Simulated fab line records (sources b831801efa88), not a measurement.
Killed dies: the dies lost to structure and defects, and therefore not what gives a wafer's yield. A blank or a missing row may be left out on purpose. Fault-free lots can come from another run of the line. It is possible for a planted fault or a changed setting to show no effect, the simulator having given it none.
Which of the tools did it?	flow sky130	Sampling: 10 lots, 30 wafers, 5 of 708 route steps

== WHAT EACH GAUGE READ, for each wafer ==
SKY_METAL1_THK_MEAS_06: measures by xrf.
lot	measured	on	METAL1_ALCU_THK (nm)
L737	day 31 22:59	film metro-01	250 254 252
L738	day 32 09:11	film metro-03	255 255 251
L744	day 35 11:13	film metro-02	255 257 252
L748	day 36 06:39	film metro-01	247 246 243
L750	day 37 03:14	film metro-03	252 252 254
L751	day 37 06:14	film metro-01	256 260 259
L752	day 37 07:08	film metro-03	254 252 254
L754	day 37 14:22	film metro-01	258 256 263
L757	day 38 14:17	film metro-01	250 253 249
L758	day 38 21:09	film metro-02	247 254 250

SKY_METAL2_RS_MEAS_05: measurement is done with a four-point probe.
lot	measured	on	METAL2_ALCU_RS (ohm/sq)
L737	day 34 07:35	film metro-02	0.1255 0.1274 0.1255
L738	day 34 19:31	film metro-02	0.1285 0.1259 0.1253
L744	day 37 18:27	film metro-02	0.1281 0.1256 0.1286 0.1279 0.1256 0.1282
L748	day 38 12:57	film metro-01	0.1248 0.1256 0.1261
L750	day 39 09:32	film metro-02	0.1249 0.1261 0.1259
L751	day 39 14:28	film metro-04	0.1231 0.1258 0.1263
L752	day 39 15:23	film metro-02	0.1279 0.1266 0.1270
L754	day 39 19:31	film metro-02	0.1253 0.1254 0.1261
L757	day 40 18:44	film metro-02	0.1261 0.1260 0.1268
L758	day 41 02:19	film metro-02	0.1277 0.1259 0.1276

SKY_METAL2_THK_MEAS_06: measures by xrf.
lot	measured	on	METAL2_ALCU_THK (nm)
L737	day 34 07:43	film metro-02	254 249 253
L738	day 34 19:37	film metro-02	248 254 255
L744	day 37 21:14	film metro-02	248 238 250 248 240 249
L748	day 38 13:04	film metro-01	252 254 252
L750	day 39 09:39	film metro-02	255 251 249
L751	day 39 14:35	film metro-04	256 251 250
L752	day 39 15:29	film metro-02	248 251 250
L754	day 39 19:38	film metro-02	255 255 252
L757	day 40 18:52	film metro-02	252 253 251
L758	day 41 02:25	film metro-02	252 252 253

== TOOL THAT RAN EACH LOT (tool first, then ch and the chambers of the sampled wafers, then the start) ==
lot	SKY_METAL1_METAL_ETCH_19	SKY_METAL2_SPUTTER_04
L737	rie metal-02 ch 0,1, day 33 02:13	pvd sputter-02, day 34 07:32
L738	rie metal-03 ch 0,1, day 33 12:02	pvd sputter-02, day 34 19:26
L744	rie metal-04 ch 0,1, day 36 13:38	pvd sputter-02, day 37 18:24
L748	rie metal-02 ch 0,1, day 37 08:29	pvd sputter-03, day 38 12:53
L750	rie metal-04 ch 0,1, day 38 05:22	pvd sputter-03, day 39 09:28
L751	rie metal-03 ch 0,1, day 38 08:46	pvd sputter-03, day 39 14:25
L752	rie metal-03 ch 0,1, day 38 09:20	pvd sputter-03, day 39 15:19
L754	rie metal-04 ch 0,1, day 38 15:32	pvd sputter-03, day 39 19:26
L757	rie metal-04 ch 0,1, day 39 15:11	pvd sputter-03, day 40 18:41
L758	rie metal-04 ch 0,1, day 39 22:47	pvd sputter-01, day 41 02:13
- SKY_METAL1_METAL_ETCH_19: etches the open film in Cl2/BCl3, stops on SiO2, target depth 360 nm, time 78 s.
- SKY_METAL2_SPUTTER_04: material TiN, target thk 70 nm, time 58.3 s.

== WHAT THE TOOLS THEMSELVES READ (means of the sampled wafers that have a number; where no wafer has one, the mark that the record gives instead) ==
SKY_METAL1_METAL_ETCH_19.
lot	tool	drypump motor current A (A)	he backside leak sccm (sccm)	oes product au (a.u.)	throttle valve pct (%)
L737	rie metal-02	5.6	3.42	0.858	22.258
L738	rie metal-03	5.9	3.18	0.858	22.273
L744	rie metal-04	6.1	3.21	0.858	22.260
L748	rie metal-02	5.6	3.62	0.845	22.262
L750	rie metal-04	6.1	3.24	0.855	22.266
L751	rie metal-03	5.8	3.17	0.863	22.261
L752	rie metal-03	5.9	3.24	0.852	22.264
L754	rie metal-04	6.1	3.31	0.859	22.255
L757	rie metal-04	6.1	3.30	0.854	22.272
L758	rie metal-04	6.1	3.29	0.853	22.267

SKY_METAL2_SPUTTER_04.
lot	tool	throttle valve pct (%)
L737	pvd sputter-02	30.0
L738	pvd sputter-02	29.9
L744	pvd sputter-02	30.3
L748	pvd sputter-03	30.0
L750	pvd sputter-03	30.4
L751	pvd sputter-03	29.8
L752	pvd sputter-03	30.3
L754	pvd sputter-03	30.3
L757	pvd sputter-03	31.5
L758	pvd sputter-01	30.2

== THE ANSWER, worked out from the rows above alone ==
Rule: the usual values come from the lots themselves. Put in order of their means at a reading, lots are off if they are a third of the lots or fewer, leave a main group of 4 or more, and stand apart from it by a gap of 3 or more times the standard deviation of the main group's means; of several such gaps the widest counts. A main group is skipped when, at the precision printed for the reading in the tables above, its means are all equal. A lot without any number at a reading at which 4 lots or more have one is off too. The other lots that the step has rows for count as sound. After the gauges, taken in route order, come the tools' own readings; for these a lot's mean is taken, as printed above. The first step at which some lot is off is used, and at that step the reading that is off furthest; a lot without a number counts as furthest.
Off: at SKY_METAL2_THK_MEAS_06 (METAL2_ALCU_THK), L744. Main group: mean 252 nm, sd 1.1.
If a tool, at a process step before that reading, ran all the lots that are off and no sound lot after the first of them, it fits. Those tools and the gauges at SKY_METAL2_THK_MEAS_06 are tried in the same way. One fits: pvd sputter-02 at SKY_METAL2_SPUTTER_04. Its last sound lot is L738 (day 34 19:26), its first lot that is off L744 (day 37 18:24): a fault that began between those two fits.

== WHAT THE SIMULATOR HAD PUT IN ==
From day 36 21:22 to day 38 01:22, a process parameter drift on pvd sputter-02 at SKY_METAL2_SPUTTER_04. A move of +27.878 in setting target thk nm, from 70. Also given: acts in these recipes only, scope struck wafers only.
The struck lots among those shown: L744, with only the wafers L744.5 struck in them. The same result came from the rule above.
